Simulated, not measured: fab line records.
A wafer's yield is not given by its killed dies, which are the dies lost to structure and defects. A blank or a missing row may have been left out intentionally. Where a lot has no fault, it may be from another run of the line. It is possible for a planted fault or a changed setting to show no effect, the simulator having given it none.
A struck lot beside a sound one :: flow sfqLine :: 42 out of 325 route steps
Sound: these wafers, L128.2, L128.3, L128.6. Wafers struck: L142.1, L142.3, L142.4. The cause comes at the end.
Order at every step that has rows: each side's tool, ch and its chambers, its first start. Under that, the readings that differ: sound wafers :: struck wafers :: difference of the means :: sigmas: that difference in standard deviations of wafers without a fault.
alike: same words and numbers on both sides, and readings whose means sit less than 2 such deviations apart. not compared: any withheld reading, any reading some wafer has no value for, any bound like >300 that may hide the same value, and any number with overlapping values for which the record gives no deviation.
The two part at a step that has a row with sigmas, a row that says differs or no value, or rows on one side only. Non-overlapping numbers with no deviation appear without sigmas and do not part them. A reading missing from all wafers of one side parts the sides only when that side holds two or more wafers.

SFQ_M1_OVL_MEAS_911:
  struck on overlay-01, day 35 01:52; sound on overlay-01, day 29 01:08
  alike: M1_OVL
then, 4 steps without rows for these wafers: SFQ_TRILAYER_M1_BARC_OPEN_METAL_ETCH_054 (etches BARC in O2, target depth 125 nm, time 41.7 s); SFQ_TRILAYER_M1_ETCH_METAL_ETCH_042 (etches Nb in Cl2/Ar, stops on SiO2, target depth 240 nm, time 120 s); SFQ_TRILAYER_M1_STRIP_STRIP_043 (strips in O2); SFQ_TRILAYER_M1_STRIP_SOLV_CLEAN_044 (cleans in NMP, time 600 s).
SFQ_TRILAYER_I1_DEP_PECVD_045: deposits SiO2 from SiH4/N2O, time 111.11 s, target thk 500 nm.
  sound on pecvd-03 ch 0,1,2, day 29 02:08; struck on pecvd-04 ch 0,1, day 35 02:52
  alike: heaterPowerOuterW, heaterPowerW, throttleValvePct
SFQ_TRILAYER_I1_CMP_CMP_046: polishes SiO2.
  sound on cmp-01 ch 0,3, day 29 02:13; struck on cmp-01 ch 1,2,3, day 35 03:33
  alike: motorCurrentA, retainingRingPressureFrac, timeToEndpointS
SFQ_I1_BOW_MEAS_912:
  struck on filmMetro-04, day 35 06:33; sound on filmMetro-04, day 29 05:14
  alike: I1_BOW
then, 4 steps without rows for these wafers: SFQ_TRILAYER_I1_METRO_MEASURE_047; SFQ_TRILAYER_I1_VIA_LITHO_COAT_054 (resist thk 62 nm); SFQ_TRILAYER_I1_VIA_LITHO_COAT_049 (resist thk 650 nm); SFQ_TRILAYER_I1_VIA_LITHO_SOFTBAKE_053.
-- the record jumps here: 6 days lie between the struck wafers' starts before and after --
SFQ_TRILAYER_I1_VIA_LITHO_EXPOSE_050: exposes mask I1, target cd 500 nm.
  sound on krfScanner-02 ch 0, day 35 18:34; struck on krfScanner-01 ch 0, day 41 11:41
reading: model.I1.overlayXNm (nm)
sound: 0.01144 0.01144 0.01144
struck: 116.5 116.5 116.5
difference: +116.5
sigmas: 
  alike: mask
then, 2 steps without rows for these wafers: SFQ_TRILAYER_I1_VIA_LITHO_PEB_052 (peb time 60 s); SFQ_TRILAYER_I1_VIA_LITHO_DEVELOP_051 (time 60 s).
SFQ_I1_OVL_MEAS_913:
  struck on overlay-01, day 41 13:11; sound on overlay-02, day 35 19:53
reading: I1_OVL (nm)
sound: -6 6 -3
struck: 112 113 109
difference: +112
sigmas: +23
then, 6 steps without rows for these wafers: SFQ_TRILAYER_I1_VIA_BARC_OPEN_VIA_ETCH_071 (etches BARC in O2, target depth 125 nm, time 41.7 s); SFQ_TRILAYER_I1_VIA_ETCH_VIA_ETCH_052 (etches SiO2 in CHF3, stops on Nb, target depth 260 nm); SFQ_TRILAYER_I1_VIA_STRIP_STRIP_053 (strips in O2); SFQ_TRILAYER_I1_VIA_STRIP_SOLV_CLEAN_054 (cleans in NMP, time 600 s); SFQ_TRILAYER_M2_DEP_PRE_CLEAN_056 (time 22.5 s); SFQ_TRILAYER_M2_DEP_SPUTTER_055 (material Nb, target thk 200 nm, time 133.3 s).
SFQ_M2_RS_MEAS_914: measurement is done with a four-point probe.
  struck on filmMetro-01, day 41 14:16; sound on filmMetro-04, day 35 20:59
  alike: M2_NB_RS
then, 6 steps without rows for these wafers: SFQ_TRILAYER_M2_LITHO_COAT_062 (resist thk 62 nm); SFQ_TRILAYER_M2_LITHO_COAT_057 (resist thk 600 nm); SFQ_TRILAYER_M2_LITHO_SOFTBAKE_061; SFQ_TRILAYER_M2_LITHO_EXPOSE_058 (exposes mask M2, target cd 500 nm); SFQ_TRILAYER_M2_LITHO_PEB_060 (peb time 60 s); SFQ_TRILAYER_M2_LITHO_DEVELOP_059 (time 60 s).
-- the record jumps here: 6 days lie between the struck wafers' starts before and after --
SFQ_M2_OVL_MEAS_916:
  struck on overlay-02, day 47 23:27; sound on overlay-02, day 42 02:39
  alike: M2_OVL
SFQ_TRILAYER_M2_BARC_OPEN_METAL_ETCH_077: etches BARC in O2, target depth 125 nm, time 41.7 s.
  sound on rieMetal-02 ch 1, day 42 02:42; struck on rieMetal-02 ch 0,1, day 47 23:29
  alike: drypumpMotorCurrentA, heBacksideLeakSccm, oesProductAu
  not compared: rfHoursCounterH
then, 3 steps without rows for these wafers: SFQ_TRILAYER_M2_ETCH_METAL_ETCH_060 (etches Nb in Cl2/Ar, stops on SiO2, target depth 240 nm, time 120 s); SFQ_TRILAYER_M2_STRIP_STRIP_061 (strips in O2); SFQ_TRILAYER_M2_STRIP_SOLV_CLEAN_062 (cleans in NMP, time 600 s).
SFQ_TRILAYER_I2_DEP_PECVD_063: deposits SiO2 from SiH4/N2O, time 111.11 s, target thk 500 nm.
  sound on pecvd-01 ch 1,2, day 42 04:25; struck on pecvd-04 ch 0,1, day 48 00:27
  alike: heaterPowerOuterW, heaterPowerW, throttleValvePct
SFQ_TRILAYER_I2_CMP_CMP_064: polishes SiO2.
  sound on cmp-02 ch 0,1,2, day 42 08:09; struck on cmp-02 ch 0,2,3, day 48 01:08
reading: timeToEndpointS (s)
sound: 221 224 228
struck: 202 210 214
difference: -16
sigmas: -2
  alike: motorCurrentA, retainingRingPressureFrac
SFQ_I2_BOW_MEAS_917:
  struck on filmMetro-02, day 48 04:08; sound on filmMetro-03, day 42 10:40
  alike: I2_BOW
then, 4 steps without rows for these wafers: SFQ_TRILAYER_I2_METRO_MEASURE_065; SFQ_TRILAYER_I2_VIA_LITHO_COAT_072 (resist thk 62 nm); SFQ_TRILAYER_I2_VIA_LITHO_COAT_067 (resist thk 650 nm); SFQ_TRILAYER_I2_VIA_LITHO_SOFTBAKE_071.
-- the record jumps here: 48 days lie between the struck wafers' starts before and after --
SFQ_M8_BOW_MEAS_951:
  struck on filmMetro-04, day 95 18:35; sound on filmMetro-03, day 91 16:32
reading: model.etest.i1.linkOhm
sound: 1.936 1.946 1.943
struck: 2.048 2.067 2.042
difference: +0.111
sigmas: 
  alike: M8_BOW

WHERE THEY PART
Last at SFQ_TRILAYER_I2_CMP_CMP_064 as far as this record goes, first at SFQ_I1_OVL_MEAS_913. Later steps at which nothing parts them and some readings are alike: SFQ_I2_BOW_MEAS_917, SFQ_M8_BOW_MEAS_951.

WHY: the cause the simulator had injected
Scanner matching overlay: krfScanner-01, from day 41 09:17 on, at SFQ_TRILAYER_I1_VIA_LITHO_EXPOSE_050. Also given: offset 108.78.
